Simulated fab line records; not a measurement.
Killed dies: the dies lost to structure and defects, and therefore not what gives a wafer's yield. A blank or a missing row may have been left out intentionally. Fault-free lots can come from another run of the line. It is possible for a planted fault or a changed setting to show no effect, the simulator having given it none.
fab line records    flow sfq_line
record: lots: 6  wafers: 18  last_day: 80
route steps=325 shown I3@137 M4@148 I4@163 JJ@178 M8@325
lots with no fault: from the same line, run without faults
start_h: hours from the record's opening day to when the first of the lot's shown wafers began    wait_h: hours from the lot's prior step to this one    " the same as in the row above    L1.1+2: a row that stands for several wafers    - value missing, or start not given    * or withheld: withheld    < > ~ a bound
route shown NAME@n: names a module that has steps shown in the file, with the first one's number in the route    usual: average and standard deviation across the fault-free wafers    same: alike in all rows    chamber/n: place in a boat    sites: readings site by site    _std_site: how widely they spread, as a standard deviation    _edge_site: the outer-site mean with the inner-site mean subtracted    radius_mm: for every site, how far away it sits from the centre of the wafer    mask NAME#n: copy n    behind: tool/chamber where the wafer was last shaped    hold: what put the lot on hold/how long, in hours/how the hold closed    device: the transistor (n, p or np) that didn't switch    end of line: the tests these same wafers got at the end of their route    step lacking rows: just its recipe    killed: not the wafer's yield, but the dies lost to structure and defects at the first sort    map: a wafer's dies, marking killed ones x, the rest . and places with no die _
set.NAME: the run value of the setting; set.NAME@STEP: its run value at that earlier step    model.NAME: the simulator's own value behind a step, which no gauge read
lots at selected steps of the route; one table per step, one row per wafer
services: a tool's chamber out of use, with start hour (start_h, from the record's first day; less than 0 if before it), hours out, and reason
== steps ==
step: SFQ_TRILAYER_I3_VIA_LITHO_COAT_090
recipe: resist: BARC  spin_rpm: 3000  resist_thk_nm: 62
step: SFQ_TRILAYER_I3_VIA_LITHO_COAT_085
recipe: resist: KrF  spin_rpm: 3000  resist_thk_nm: 650
step: SFQ_TRILAYER_I3_VIA_LITHO_SOFTBAKE_089
recipe: temp_c: withheld  time_s: withheld  resist: KrF
step: SFQ_TRILAYER_I3_VIA_LITHO_EXPOSE_086
recipe: mask_id: I3  na: 0.6  source_shape: conventional  sigma_outer: 0.65  target_cd_nm: 500  dose_mj: 21.3
step: SFQ_TRILAYER_I3_VIA_LITHO_PEB_088
recipe: peb_temp_c: 115  peb_time_s: 60  resist: KrF
step: SFQ_TRILAYER_I3_VIA_LITHO_DEVELOP_087
recipe: time_s: 60  resist: KrF
step: SFQ_I3_OVL_MEAS_923
usual: I3_OVL: -1/5.8
lot.wafer  tool        chamber  start_h  wait_h  I3_OVL[nm]
L672.1     overlay-02  -        766.57   0.1     8
L672.5     "           -        "        "       8
L672.6     "           -        "        "       6
L677.2     overlay-01  -        813.28   0.1     -7
L677.4     "           -        "        "       -7
L677.6     "           -        "        "       -8
L678.1     overlay-01  -        820.47   0.1     3
L678.2     "           -        "        "       3
L678.6     "           -        "        "       0
L685.1     overlay-02  -        876.42   0.1     1
L685.3     "           -        "        "       2
L685.5     "           -        "        "       6
L686.3     overlay-02  -        884.83   0.1     -5
L686.4     "           -        "        "       -3
L686.6     "           -        "        "       -1
L693.2     overlay-01  -        942.23   0.1     4
L693.4     "           -        "        "       -2
L693.6     "           -        "        "       7
step: SFQ_TRILAYER_I3_VIA_BARC_OPEN_VIA_ETCH_121
recipe: mask_material: PR  chemistry: O2  target_depth_nm: 125  target: BARC  source_w: 500  bias_w: 80  pressure_mtorr: 30  time_s: 41.7
step: SFQ_TRILAYER_I3_VIA_ETCH_VIA_ETCH_088
recipe: target: SiO2  stop_on: Nb  mask_material: PR  taper_deg: 20  chemistry: CHF3  target_depth_nm: 260  source_w: 500  bias_w: 80  pressure_mtorr: 30  time_s: withheld
step: SFQ_TRILAYER_I3_VIA_STRIP_STRIP_089
recipe: gas: O2  power_w: 200  platen_temp_c: 40  overash_fraction: 0.65  chemistry: O2  pressure_mtorr: 50
usual: drypump_motor_current_A: 5.5/0.35  oes_product_au: 1.002/0.013
lot.wafer  tool          chamber  start_h  wait_h  drypump_motor_current_A  oes_product_au  rf_hours_counter_h
L672.1     rie_metal-02  0        766.76   -       5.7                      0.993           143
L672.5     "             0        "        "       5.7                      1.001           -
L672.6     "             1        "        "       6.0                      0.989           -
L677.2     rie_metal-02  1        813.46   -       5.9                      0.989           117
L677.4     "             1        "        "       5.9                      0.979           -
L677.6     "             0        "        "       5.7                      1.010           -
L678.1     rie_metal-01  0        820.66   -       5.1                      1.004           116
L678.2     "             1        "        "       5.2                      1.036           88
L678.6     "             0        "        "       5.1                      0.997           -
L685.1     rie_metal-02  1        876.61   -       5.9                      0.996           131
L685.3     "             1        "        "       6.0                      0.995           -
L685.5     "             1        "        "       6.0                      0.984           -
L686.3     rie_metal-02  1        885.41   -       5.9                      0.996           -
L686.4     "             1        "        "       5.9                      0.994           -
L686.6     "             1        "        "       6.0                      1.000           -
L693.2     rie_metal-02  0        942.41   -       5.7                      0.997           10
L693.4     "             1        "        "       6.0                      0.972           -
L693.6     "             1        "        "       5.9                      0.975           -
step: SFQ_TRILAYER_I3_VIA_STRIP_SOLV_CLEAN_090
recipe: chemistry: NMP  temp_c: 70  time_s: 600
step: SFQ_TRILAYER_M4_DEP_PRE_CLEAN_092
recipe: gas: Ar  time_s: 22.5  bias_v: 250
step: SFQ_TRILAYER_M4_DEP_SPUTTER_091
recipe: material: Nb  base_pressure_pa: 1.33e-06  chamber_pressure_pa: 0.1333  substrate_temp_c: 20  resputter_cathode_voltage_v: 400  target_thk_nm: 200  power_w: 2000  time_s: 133.3
usual: base_pressure_pa: 1.34e-06/9e-08  cathode_dc_power_W: 2000.0/0.38  throttle_valve_pct: 30.7/0.78
lot.wafer  tool            chamber  start_h  wait_h  base_pressure_pa  cathode_dc_power_W  throttle_valve_pct  model.Nb_of_TRILAYER_M4_DEP_SPUTTER_091.thk_nm
L672.1     pvd_sputter-03  -        767.57   0.0     1.42e-06          1999.6              30.8                199.5
L672.5     "               -        "        "       1.3e-06           2000.2              29.9                206.6
L672.6     "               -        "        "       1.22e-06          1999.9              28.7                200.7
L677.2     pvd_sputter-05  -        814.27   0.0     1.34e-06          2369.4              30.3                243.3
L677.4     "               -        "        "       1.18e-06          2369.4              31.8                241
L677.6     "               -        "        "       1.41e-06          2369.7              31.7                239.6
L678.1     pvd_sputter-05  -        821.47   0.0     1.32e-06          2369.3              30.9                238.1
L678.2     "               -        "        "       1.22e-06          2369.4              31.7                240
L678.6     "               -        "        "       1.41e-06          2369.4              30.7                237.5
L685.1     pvd_sputter-03  -        878.02   0.0     1.44e-06          2000.0              29.2                202.9
L685.3     "               -        "        "       1.46e-06          2000.1              30.7                204.4
L685.5     "               -        "        "       1.29e-06          2000.0              30.7                205.3
L686.3     pvd_sputter-03  -        886.42   0.0     1.27e-06          1999.9              31.0                200.8
L686.4     "               -        "        "       1.29e-06          1999.9              30.9                202.5
L686.6     "               -        "        "       1.38e-06          1999.9              28.8                199.9
L693.2     pvd_sputter-05  -        943.23   0.0     1.36e-06          2000.7              30.2                202.2
L693.4     "               -        "        "       1.33e-06          2000.6              31.2                199.1
L693.6     "               -        "        "       1.29e-06          2000.4              30.6                201.7
step: SFQ_M4_RS_MEAS_924
recipe: thk_meas_gauge: four-point-probe  reads: Nb_of_TRILAYER_M4_DEP_SPUTTER_091
usual: M4_NB_RS: 0.884/0.011
lot.wafer  tool           chamber  start_h  wait_h  M4_NB_RS[ohm/sq]
L672.1     film_metro-03  -        767.66   0.0     0.891
L672.5     "              -        "        "       0.860
L672.6     "              -        "        "       0.887
L677.2     film_metro-04  -        814.38   0.1     0.730
L677.4     "              -        "        "       0.737
L677.6     "              -        "        "       0.740
L678.1     film_metro-03  -        821.56   0.0     0.744
L678.2     "              -        "        "       0.740
L678.6     "              -        "        "       0.748
L685.1     film_metro-04  -        878.11   0.0     0.878
L685.3     "              -        "        "       0.870
L685.5     "              -        "        "       0.867
L686.3     film_metro-04  -        886.55   0.1     0.888
L686.4     "              -        "        "       0.879
L686.6     "              -        "        "       0.890
L693.2     film_metro-01  -        943.34   0.1     0.879
L693.4     "              -        "        "       0.894
L693.6     "              -        "        "       0.883
step: SFQ_TRILAYER_M4_LITHO_COAT_098
recipe: resist: BARC  spin_rpm: 3000  resist_thk_nm: 62
step: SFQ_TRILAYER_M4_LITHO_COAT_093
recipe: resist: KrF  spin_rpm: 3000  resist_thk_nm: 600
step: SFQ_TRILAYER_M4_LITHO_SOFTBAKE_097
recipe: temp_c: withheld  time_s: withheld  resist: KrF
step: SFQ_TRILAYER_M4_LITHO_EXPOSE_094
recipe: mask_id: M4  na: 0.6  source_shape: conventional  sigma_outer: 0.65  target_cd_nm: 500  dose_mj: 14.4
step: SFQ_TRILAYER_M4_LITHO_PEB_096
recipe: peb_temp_c: 115  peb_time_s: 60  resist: KrF
step: SFQ_TRILAYER_M4_LITHO_DEVELOP_095
recipe: time_s: 60  resist: KrF
step: SFQ_M4_OVL_MEAS_926
usual: M4_OVL: 3/6.6
lot.wafer  tool        chamber  start_h  wait_h  M4_OVL[nm]
L672.1     overlay-02  -        831.73   0.1     6
L672.5     "           -        "        "       8
L672.6     "           -        "        "       11
L677.2     overlay-01  -        871.04   0.1     15
L677.4     "           -        "        "       12
L677.6     "           -        "        "       11
L678.1     overlay-01  -        879.44   0.1     12
L678.2     "           -        "        "       14
L678.6     "           -        "        "       17
L685.1     overlay-02  -        917.84   0.1     -11
L685.3     "           -        "        "       -4
L685.5     "           -        "        "       -8
L686.3     overlay-01  -        923.65   0.1     -1
L686.4     "           -        "        "       4
L686.6     "           -        "        "       9
L693.2     overlay-01  -        965.29   0.1     1
L693.4     "           -        "        "       2
L693.6     "           -        "        "       -2
step: SFQ_TRILAYER_M4_BARC_OPEN_METAL_ETCH_123
recipe: mask_material: PR  chemistry: O2  target_depth_nm: 125  target: BARC  icp_w: 600  bias_w: 80  pressure_mtorr: 10  time_s: 41.7
usual: drypump_motor_current_A: 5.5/0.37  oes_product_au: 0.685/0.0046
lot.wafer  tool          chamber  start_h  wait_h  drypump_motor_current_A  oes_product_au  rf_hours_counter_h
L672.1     rie_metal-03  0        831.77   0.0     5.3                      0.692           63
L672.5     "             0        "        "       5.3                      0.684           -
L672.6     "             1        "        "       5.4                      0.683           -
L677.2     rie_metal-02  1        871.09   0.0     6.0                      0.687           -
L677.4     "             1        "        "       5.9                      0.686           -
L677.6     "             1        "        "       5.9                      0.682           -
L678.1     rie_metal-04  0        879.47   0.0     5.1                      0.688           86
L678.2     "             1        "        "       4.9                      0.682           108
L678.6     "             1        "        "       4.9                      0.691           -
L685.1     rie_metal-03  0        917.87   0.0     5.3                      0.686           76
L685.3     "             0        "        "       5.3                      0.685           -
L685.5     "             1        "        "       5.4                      0.681           -
L686.3     rie_metal-03  1        923.69   0.0     5.4                      0.689           -
L686.4     "             0        "        "       5.3                      0.692           -
L686.6     "             1        "        "       5.4                      0.693           -
L693.2     rie_metal-02  0        965.32   0.0     5.8                      0.683           15
L693.4     "             1        "        "       5.9                      0.678           -
L693.6     "             1        "        "       5.9                      0.699           -
step: SFQ_TRILAYER_M4_ETCH_METAL_ETCH_096
recipe: target: Nb  stop_on: SiO2  mask_material: PR  chemistry: Cl2/Ar  target_depth_nm: 240  icp_w: 600  bias_w: 80  pressure_mtorr: 10  time_s: 120
usual: drypump_motor_current_A: 5.5/0.37  oes_product_au: 0.897/0.0084
lot.wafer  tool          chamber  start_h  wait_h  drypump_motor_current_A  oes_product_au  rf_hours_counter_h
L672.1     rie_metal-03  0        831.83   0.0     5.3                      0.898           63
L672.5     "             0        "        "       5.3                      0.913           -
L672.6     "             1        "        "       5.4                      0.901           -
L677.2     rie_metal-02  1        871.24   0.1     6.0                      0.985           -
L677.4     "             1        "        "       5.9                      0.985           -
L677.6     "             1        "        "       5.9                      0.995           -
L678.1     rie_metal-04  0        879.53   0.0     5.1                      0.991           86
L678.2     "             1        "        "       4.9                      0.985           108
L678.6     "             1        "        "       4.9                      0.987           -
L685.1     rie_metal-03  0        917.93   0.0     5.3                      0.903           76
L685.3     "             0        "        "       5.3                      0.905           -
L685.5     "             1        "        "       5.4                      0.911           -
L686.3     rie_metal-03  1        923.78   0.1     5.4                      0.896           -
L686.4     "             0        "        "       5.3                      0.898           -
L686.6     "             1        "        "       5.4                      0.891           -
L693.2     rie_metal-02  0        965.38   0.0     5.8                      0.901           15
L693.4     "             1        "        "       5.9                      0.890           -
L693.6     "             1        "        "       5.9                      0.902           -
step: SFQ_TRILAYER_M4_STRIP_STRIP_097
recipe: gas: O2  power_w: 200  platen_temp_c: 40  overash_fraction: 0.65  chemistry: O2  pressure_mtorr: 50
step: SFQ_TRILAYER_M4_STRIP_SOLV_CLEAN_098
recipe: chemistry: NMP  temp_c: 70  time_s: 600
step: SFQ_TRILAYER_I4_DEP_PECVD_099
recipe: material: SiO2  temp_c: 150  time_s: 111.11  pressure_torr: 2.4  rf_w: 183.3  precursor: SiH4/N2O  target_thk_nm: 500
step: SFQ_TRILAYER_I4_CMP_CMP_100
recipe: material: SiO2  down_force_psi: 3  platen_rpm: 60  pad_velocity_m_s: 0.94248
step: SFQ_I4_BOW_MEAS_927
recipe: mode: bow
usual: I4_BOW: 6/10
lot.wafer  tool           chamber  start_h  wait_h  I4_BOW[um]
L672.1     film_metro-01  -        892.88   2.0     12
L672.5     "              -        "        "       10
L672.6     "              -        "        "       11
L677.2     film_metro-02  -        936.23   2.0     33
L677.4     "              -        "        "       18
L677.6     "              -        "        "       19
L678.1     film_metro-03  -        945.21   1.0     25
L678.2     "              -        "        "       9
L678.6     "              -        "        "       9
L685.1     film_metro-01  -        988.70   1.0     19
L685.3     "              -        "        "       13
L685.5     "              -        "        "       1
L686.3     film_metro-02  -        994.74   1.5     2
L686.4     "              -        "        "       3
L686.6     "              -        "        "       15
L693.2     film_metro-03  -        1040.61  1.5     10
L693.4     "              -        "        "       11
L693.6     "              -        "        "       21
step: SFQ_TRILAYER_I4_METRO_MEASURE_101
usual: thk_nm: 200.1/1.5
lot.wafer  tool           chamber  start_h  wait_h  thk_nm
L672.1     film_metro-01  -        893.00   0.1     200.9
L672.5     "              -        "        "       199.5
L672.6     "              -        "        "       202.0
L677.2     film_metro-02  -        936.53   0.3     200.9
L677.4     "              -        "        "       197.2
L677.6     "              -        "        "       198.9
L678.1     film_metro-03  -        945.33   0.1     201.9
L678.2     "              -        "        "       199.1
L678.6     "              -        "        "       198.0
L685.1     film_metro-01  -        988.82   0.1     199.6
L685.3     "              -        "        "       199.0
L685.5     "              -        "        "       201.5
L686.3     film_metro-02  -        995.22   0.5     200.2
L686.4     "              -        "        "       201.6
L686.6     "              -        "        "       201.6
L693.2     film_metro-03  -        1040.91  0.3     199.0
L693.4     "              -        "        "       200.3
L693.6     "              -        "        "       198.6
step: SFQ_TRILAYER_I4_VIA_LITHO_COAT_108
recipe: resist: BARC  spin_rpm: 3000  resist_thk_nm: 62
step: SFQ_TRILAYER_I4_VIA_LITHO_COAT_103
recipe: resist: KrF  spin_rpm: 3000  resist_thk_nm: 650
step: SFQ_TRILAYER_I4_VIA_LITHO_SOFTBAKE_107
recipe: temp_c: withheld  time_s: withheld  resist: KrF
step: SFQ_TRILAYER_I4_VIA_LITHO_EXPOSE_104
recipe: mask_id: I4  na: 0.6  source_shape: conventional  sigma_outer: 0.65  target_cd_nm: 700  dose_mj: 21.3
step: SFQ_TRILAYER_I4_VIA_LITHO_PEB_106
recipe: peb_temp_c: 115  peb_time_s: 60  resist: KrF
step: SFQ_TRILAYER_I4_VIA_LITHO_DEVELOP_105
recipe: time_s: 60  resist: KrF
step: SFQ_I4_OVL_MEAS_928
usual: I4_OVL: -1/4.8
lot.wafer  tool        chamber  start_h  wait_h  I4_OVL[nm]
L672.1     overlay-02  -        981.50   0.1     2
L672.5     "           -        "        "       -1
L672.6     "           -        "        "       -6
L677.2     overlay-02  -        1028.27  0.1     5
L677.4     "           -        "        "       0
L677.6     "           -        "        "       1
L678.1     overlay-02  -        1040.26  0.1     -3
L678.2     "           -        "        "       -7
L678.6     "           -        "        "       -4
L685.1     overlay-01  -        1085.86  0.1     -2
L685.3     "           -        "        "       -1
L685.5     "           -        "        "       -4
L686.3     overlay-02  -        1092.03  0.1     -3
L686.4     "           -        "        "       -4
L686.6     "           -        "        "       -10
L693.2     overlay-01  -        1162.13  0.1     6
L693.4     "           -        "        "       7
L693.6     "           -        "        "       6
step: SFQ_TRILAYER_I4_VIA_BARC_OPEN_VIA_ETCH_146
recipe: mask_material: PR  chemistry: O2  target_depth_nm: 125  target: BARC  source_w: 500  bias_w: 80  pressure_mtorr: 30  time_s: 41.7
step: SFQ_TRILAYER_I4_VIA_ETCH_VIA_ETCH_106
recipe: target: SiO2  stop_on: Nb  mask_material: PR  taper_deg: 20  chemistry: CHF3  target_depth_nm: 260  source_w: 500  bias_w: 80  pressure_mtorr: 30  time_s: withheld
usual: drypump_motor_current_A: 5.6/0.38  oes_product_au: 0.854/0.0054
lot.wafer  tool         chamber  start_h  wait_h  drypump_motor_current_A  oes_product_au
L672.1     rie_diel-03  2        981.57   0.0     5.7                      0.852
L672.5     "            1        "        "       5.4                      0.855
L672.6     "            0        "        "       4.8                      0.848
L677.2     rie_diel-01  0        1028.34  0.0     5.6                      0.858
L677.4     "            3        "        "       6.2                      0.839
L677.6     "            1        "        "       5.8                      0.849
L678.1     rie_diel-02  1        1040.34  0.0     5.4                      0.858
L678.2     "            3        "        "       5.8                      0.854
L678.6     "            3        "        "       5.8                      0.853
L685.1     rie_diel-02  3        1085.94  0.0     5.8                      0.856
L685.3     "            1        "        "       5.4                      0.857
L685.5     "            3        "        "       5.8                      0.864
L686.3     rie_diel-01  3        1092.10  0.0     6.1                      0.856
L686.4     "            0        "        "       5.6                      0.855
L686.6     "            1        "        "       5.8                      0.861
L693.2     rie_diel-03  3        1162.20  0.0     5.8                      0.849
L693.4     "            0        "        "       4.8                      0.859
L693.6     "            2        "        "       5.8                      0.855
step: SFQ_TRILAYER_I4_VIA_STRIP_STRIP_107
recipe: gas: O2  power_w: 200  platen_temp_c: 40  overash_fraction: 0.65  chemistry: O2  pressure_mtorr: 50
usual: drypump_motor_current_A: 5.3/0.41  oes_product_au: 1.011/0.012
lot.wafer  tool          chamber  start_h  wait_h  drypump_motor_current_A  oes_product_au  rf_hours_counter_h
L672.1     rie_metal-01  0        981.69   -       5.1                      0.994           145
L672.5     "             0        "        "       5.1                      1.001           -
L672.6     "             1        "        "       5.2                      1.007           -
L677.2     rie_metal-02  0        1028.45  -       5.8                      1.005           27
L677.4     "             0        "        "       5.8                      1.010           -
L677.6     "             0        "        "       5.7                      1.006           -
L678.1     rie_metal-02  1        1040.45  -       5.9                      0.987           166
L678.2     "             0        "        "       5.7                      1.007           28
L678.6     "             1        "        "       5.9                      0.982           -
L685.1     rie_metal-02  0        1086.05  -       5.8                      1.015           31
L685.3     "             1        "        "       6.0                      0.996           -
L685.5     "             1        "        "       5.9                      0.991           -
L686.3     rie_metal-04  1        1092.41  -       4.9                      1.016           -
L686.4     "             0        "        "       5.1                      1.015           -
L686.6     "             0        "        "       5.1                      1.024           -
L693.2     rie_metal-02  0        1162.31  -       5.8                      1.001           41
L693.4     "             1        "        "       5.9                      1.021           -
L693.6     "             0        "        "       5.8                      1.012           -
step: SFQ_TRILAYER_I4_VIA_STRIP_SOLV_CLEAN_108
recipe: chemistry: NMP  temp_c: 70  time_s: 600
step: SFQ_TRILAYER_JJ_TRILAYER_DEP_PRE_CLEAN_113
recipe: gas: Ar  time_s: 22.5  bias_v: 250
step: SFQ_M8_BOW_MEAS_951
recipe: mode: bow
usual: M8_BOW: 12/12
lot.wafer  tool           chamber  start_h  wait_h  M8_BOW[um]  model.etest.m4.ohm_um  model.etest.i3.link_ohm  model.etest.i4.link_ohm  model.etest.m4.ohm_sq
L672.1     film_metro-02  -        1830.07  0.0     21          1.785                  1.964                    2.169                    0.8917
L672.5     "              -        "        "       21          1.722                  1.946                    2.144                    0.8614
L672.6     "              -        "        "       21          1.77                   1.958                    2.178                    0.8867
L677.2     film_metro-01  -        1861.04  0.0     37          -                      -                        -                        0.7312
L677.4     "              -        "        "       21          1.483                  1.789                    2.02                     0.7384
L677.6     "              -        "        "       23          1.496                  1.789                    2.033                    0.7427
L678.1     film_metro-02  -        1863.42  0.0     40          1.494                  1.796                    2.041                    0.7474
L678.2     "              -        "        "       23          1.496                  1.773                    2.003                    0.7412
L678.6     "              -        "        "       23          1.511                  1.802                    2.015                    0.7491
L685.1     film_metro-03  -        1888.62  0.0     24          1.747                  1.971                    2.147                    0.8771
L685.3     "              -        "        "       17          1.735                  1.949                    2.165                    0.8704
L685.5     "              -        "        "       6           1.73                   1.963                    2.126                    0.8665
L686.3     film_metro-03  -        1892.26  0.0     10          1.774                  1.957                    2.173                    0.8862
L686.4     "              -        "        "       8           1.744                  1.944                    2.201                    0.8787
L686.6     "              -        "        "       21          1.772                  1.959                    2.179                    0.89
L693.2     film_metro-03  -        1917.44  0.0     17          1.755                  1.957                    2.198                    0.88
L693.4     "              -        "        "       18          1.782                  1.957                    2.189                    0.8936
L693.6     "              -        "        "       28          1.759                  1.966                    2.159                    0.882
== services ==
tool            chamber  start_h  hours  kind
rie_diel-03     -        744.54   15.6   pm
rie_metal-04    1        749.18   16.4   repair
pvd_sputter-05  -        769.17   4.1    repair
pvd_sputter-03  -        769.18   0.9    repair
film_metro-02   -        770.99   0.2    pm
film_metro-03   -        788.94   0.4    pm
film_metro-02   -        819.55   0.8    pm
rie_diel-03     -        829.15   1.7    repair
rie_metal-03    -        837.32   15.6   pm
pvd_sputter-03  -        859.17   2.3    repair
rie_metal-03    -        866.77   14.6   pm
rie_metal-04    -        888.16   1.4    pm
pvd_sputter-03  -        927.53   0.5    repair
rie_metal-03    1        942.42   2.1    repair
rie_metal-03    -        962.67   28.1   pm
pvd_sputter-03  -        1011.59  5.7    repair
rie_metal-04    -        1043.53  6.1    repair
pvd_sputter-05  -        1045.92  1.8    repair
rie_metal-04    0        1055.49  16.3   repair
rie_metal-02    0        1059.60  20.6   repair
rie_metal-03    1        1079.16  8.3    repair
rie_metal-02    1        1103.49  5.7    repair
rie_metal-02    -        1124.02  2.8    pm
rie_metal-03    -        1134.19  2.8    pm
== key ==
first_sign: step: SFQ_TRILAYER_M4_DEP_SPUTTER_091  reading: cathode_dc_power_W  direction: up  sigmas: 99+  usual: 2000.0  struck: 2369.4
effect: step: SFQ_M4_RS_MEAS_924  reading: M4_NB_RS  direction: down  sigmas: 13  usual: 0.884  struck: 0.740
effect: step: SFQ_TRILAYER_M4_ETCH_METAL_ETCH_096  reading: oes_product_au  direction: up  sigmas: 11  usual: 0.897  struck: 0.988
model_effect: step: SFQ_TRILAYER_M4_DEP_SPUTTER_091  value: Nb_of_TRILAYER_M4_DEP_SPUTTER_091.thk_nm  without: 203  struck: 239.9
model_effect: step: SFQ_M8_BOW_MEAS_951  value: etest.m4.ohm_um  without: 1.769  struck: 1.496
met_at SFQ_TRILAYER_M4_DEP_SPUTTER_091
struck_wafers L677.2,L677.4,L677.6,L678.1,L678.2,L678.6
fault: kind: process_parameter_drift  tool: pvd_sputter-05  chamber: -  onset_h: 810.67  steps: SFQ_TRILAYER_M4_DEP_SPUTTER_091  channel: power_w  offset: 369.54  shape: step  end_h: 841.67  acts_in: these_recipes_only  stated: 2000
